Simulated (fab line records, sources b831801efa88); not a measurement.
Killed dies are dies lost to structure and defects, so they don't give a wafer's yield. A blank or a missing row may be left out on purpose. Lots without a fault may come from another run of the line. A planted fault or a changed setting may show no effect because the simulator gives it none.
Tool commonality check | flow sky130 | 12 lots, 36 wafers sampled

WHY IT WAS OPENED
At SKY_FIELD_ISO_THK_MEAS_02 the reading FIELD_ISO_OXIDATION_00_THK is flagged on 2 of 12 lots. Wafers without a fault read 12.02 nm, standard deviation 0.24.
Rule: a lot is flagged when every wafer of it that has a number lies more than 4 standard deviations from that mean, or none has a number. The other lots count as sound.

lot  | measured    | on            | FIELD_ISO_OXIDATION_00_THK (nm), wafer by wafer | flag
L957 | day 1 11:38 | film_metro-02 | 11.90 11.78 11.92                               |
L958 | day 1 16:38 | film_metro-02 | 11.90 11.92 11.92                               |
L959 | day 1 22:21 | film_metro-04 | 11.93 11.88 11.90                               |
L960 | day 2 03:56 | film_metro-01 | 11.55 11.66 11.42                               |
L961 | day 2 09:38 | film_metro-04 | 11.80 11.72 11.96                               |
L962 | day 2 19:26 | film_metro-04 | 11.91 12.08 11.92                               |
L963 | day 2 19:29 | film_metro-04 | 12.19 12.08 12.23                               |
L964 | day 3 05:21 | film_metro-01 | 12.23 12.11 12.39                               |
L965 | day 3 05:25 | film_metro-01 | 11.88 12.04 11.85                               |
L966 | day 3 11:17 | film_metro-04 | 10.15 10.08 10.08                               | FLAGGED
L967 | day 3 13:38 | film_metro-04 | 12.07 12.33 12.45                               |
L968 | day 3 20:28 | film_metro-04 | 9.96 10.06 10.10                                | FLAGGED
The numbers of the flagged lots are 10.07 nm on average: -1.95 nm against the usual, or -8 standard deviations.

WHICH TOOL RAN EACH LOT
The record holds 1 process step before the reading, out of a route of 708 steps. In each cell: the tool, then ch and the chambers that the sampled wafers went through, then the start.
lot  | flag    | SKY_FIELD_ISO_OXIDATION_01
L957 |         | furnace-02 ch 0, day 1 10:07
L958 |         | furnace-01 ch 0, day 1 15:07
L959 |         | furnace-01 ch 0, day 1 20:50
L960 |         | furnace-01 ch 0, day 2 02:25
L961 |         | furnace-01 ch 0, day 2 08:08
L962 |         | furnace-01 ch 0, day 2 17:54
L963 |         | furnace-01 ch 0, day 2 17:54
L964 |         | furnace-01 ch 0, day 3 03:50
L965 |         | furnace-01 ch 0, day 3 03:50
L966 | FLAGGED | furnace-01 ch 0, day 3 09:45
L967 |         | furnace-02 ch 0, day 3 12:07
L968 | FLAGGED | furnace-01 ch 0, day 3 18:57
What these steps do:
- SKY_FIELD_ISO_OXIDATION_01: stabilise 600 s, purge 300 s, target thk 12 nm.
- SKY_FIELD_ISO_THK_MEAS_02

FLAGGED OVER TOTAL, TOOL BY TOOL (the gauges that took the reading come last)
step                       | tool          | lots run | flagged | share of the flagged lots | sound lots run after its first flagged lot
SKY_FIELD_ISO_OXIDATION_01 | furnace-01    | 10       | 2       | all                       | 0
SKY_FIELD_ISO_OXIDATION_01 | furnace-02    | 2        | 0       | none                      | -
SKY_FIELD_ISO_THK_MEAS_02  | film_metro-01 | 3        | 0       | none                      | -
SKY_FIELD_ISO_THK_MEAS_02  | film_metro-02 | 2        | 0       | none                      | -
SKY_FIELD_ISO_THK_MEAS_02  | film_metro-04 | 7        | 2       | all                       | 1 (L967)

WHAT THE TABLE ALLOWS
2 rows of the table ran every flagged lot: furnace-01 at SKY_FIELD_ISO_OXIDATION_01, film_metro-04 at SKY_FIELD_ISO_THK_MEAS_02.
- furnace-01 at SKY_FIELD_ISO_OXIDATION_01: 2 of its 10 lots flagged. Its last sound lot is L964 (day 3 03:50), its first flagged lot L966 (day 3 09:45): a fault that began between those two fits.
- film_metro-04 at SKY_FIELD_ISO_THK_MEAS_02: 2 of its 7 lots flagged. Sound lots ran on it after the first flagged one (L967), which a lasting fault on the whole tool wouldn't allow.
One tool is left: furnace-01 at SKY_FIELD_ISO_OXIDATION_01.

WHAT THE SIMULATOR HAD PUT IN
Process parameter drift: furnace-01, from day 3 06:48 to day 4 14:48, at SKY_FIELD_ISO_OXIDATION_01. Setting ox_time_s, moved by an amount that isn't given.
Lots struck among those shown: L966, L968. The rule above found the same.
